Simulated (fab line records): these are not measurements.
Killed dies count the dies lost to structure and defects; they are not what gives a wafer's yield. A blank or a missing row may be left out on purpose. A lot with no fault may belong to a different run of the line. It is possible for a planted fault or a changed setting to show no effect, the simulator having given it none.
What tool caused it? ; flow gf180mcu ; 42 wafers from 14 lots sampled at 2 of the route's 602 steps

WHAT EACH GAUGE READ, for each wafer
The record lacks any reading of a measuring or inspecting step that a usual standard deviation could be used to judge.

TOOL THAT RAN EACH LOT (tool first, then ch and the chambers of the sampled wafers, then the start)
lot;GF_HV_LDD_COAT_14;GF_HV_LDD_STRIP_22
L499;litho track-02 ch 0, day 10 11:18;plasma asher-02 ch 0,1, day 10 21:04
L503;litho track-03 ch 0, day 11 18:37;plasma asher-03 ch 0,1, day 12 04:52
L504;litho track-03 ch 0, day 11 22:55;plasma asher-03 ch 0,1, day 12 09:04
L506;litho track-02 ch 0, day 12 14:09;plasma asher-02 ch 1, day 13 00:37
L508;litho track-02 ch 0, day 13 04:59;plasma asher-02 ch 0, day 13 15:37
L509;litho track-01 ch 0, day 13 14:19;plasma asher-03 ch 0,1, day 14 00:52
L511;litho track-03 ch 0, day 14 02:28;plasma asher-01 ch 0,1, day 14 13:43
L512;litho track-02 ch 0, day 14 13:45;plasma asher-02 ch 0,1, day 15 01:03
L513;litho track-02 ch 0, day 14 17:56;plasma asher-02 ch 0, day 15 04:25
L515;litho track-03 ch 0, day 15 10:35;plasma asher-01 ch 0, day 15 21:58
L518;litho track-02 ch 0, day 16 08:03;plasma asher-01 ch 0,1, day 16 20:14
L519;litho track-02 ch 0, day 16 17:57;plasma asher-03 ch 0,1, day 17 05:22
L520;litho track-03 ch 0, day 16 19:10;plasma asher-01 ch 0,1, day 17 06:58
L522;litho track-03 ch 0, day 17 20:32;plasma asher-03 ch 0,1, day 18 09:01
- GF_HV_LDD_COAT_14: resist thk 1000 nm.
- GF_HV_LDD_STRIP_22: strips in O2/N2.

AS READ BY THE TOOLS THEMSELVES (means over the sampled wafers that have a number; for cases with no such wafer, the mark the record gives instead)
GF_HV_LDD_COAT_14. Usual: dispense pressure kPa 48 kPa, standard deviation 3.4.
lot;tool;dispense pressure kPa (kPa);flag
L499;litho track-02;52;
L503;litho track-03;45;
L504;litho track-03;45;
L506;litho track-02;52;
L508;litho track-02;52;
L509;litho track-01;45;
L511;litho track-03;45;
L512;litho track-02;52;
L513;litho track-02;52;
L515;litho track-03;45;
L518;litho track-02;52;
L519;litho track-02;52;
L520;litho track-03;45;
L522;litho track-03;45;

GF_HV_LDD_STRIP_22. Usual: drypump motor current A 5.94 A, standard deviation 0.28; heater power w 307 W, standard deviation 16; oes product au 0.716 a.u., standard deviation 0.0046; strip time to endpoint s 12.65 s, standard deviation 0.03.
lot;tool;drypump motor current A (A);heater power w (W);oes product au (a.u.);strip time to endpoint s (s);flag
L499;plasma asher-02;6.23;324;0.716;12.63;
L503;plasma asher-03;5.79;278;0.716;12.66;
L504;plasma asher-03;5.80;284;0.719;12.63;
L506;plasma asher-02;5.71;311;0.709;12.65;
L508;plasma asher-02;6.46;332;0.714;12.66;
L509;plasma asher-03;5.83;287;0.718;12.62;
L511;plasma asher-01;5.99;314;0.718;12.66;
L512;plasma asher-02;5.97;318;0.716;12.68;
L513;plasma asher-02;6.46;331;0.716;12.66;
L515;plasma asher-01;5.72;309;0.715;12.67;
L518;plasma asher-01;5.85;312;0.716;12.26;OFF
L519;plasma asher-03;5.80;289;0.715;12.50;OFF
L520;plasma asher-01;5.83;312;0.716;12.60;
L522;plasma asher-03;5.82;286;0.716;12.65;

THE ANSWER, worked out from the rows above alone
Rule: a lot counts as off when the mean over its wafers that have a number is more than 3 standard deviations away from the usual mean. Also off: a lot with no number at a reading for which 4 or more lots have one. Any other lot the step has rows for is counted as sound. After the gauges, taken in route order, come the tools' own readings; for these a lot's mean is taken, as printed above. At the first step where some lot is off, the reading lying furthest off is the one used; lots without a number count as furthest.
Off: L518, L519 (GF_HV_LDD_STRIP_22, strip time to endpoint s).
If a tool, at that step or one of the process steps before it, ran each lot that is off and ran no sound lot following the first of them, it fits. One fits: GF_HV_LDD_COAT_14 on litho track-02. A fault onset in the window from L513 (day 14 17:56, its last sound lot) to L518 (day 16 08:03, its first lot off) fits.

WHAT WAS PUT IN BY THE SIMULATOR
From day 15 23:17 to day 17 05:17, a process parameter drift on litho track-02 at GF_HV_LDD_COAT_14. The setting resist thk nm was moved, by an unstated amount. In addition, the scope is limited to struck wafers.
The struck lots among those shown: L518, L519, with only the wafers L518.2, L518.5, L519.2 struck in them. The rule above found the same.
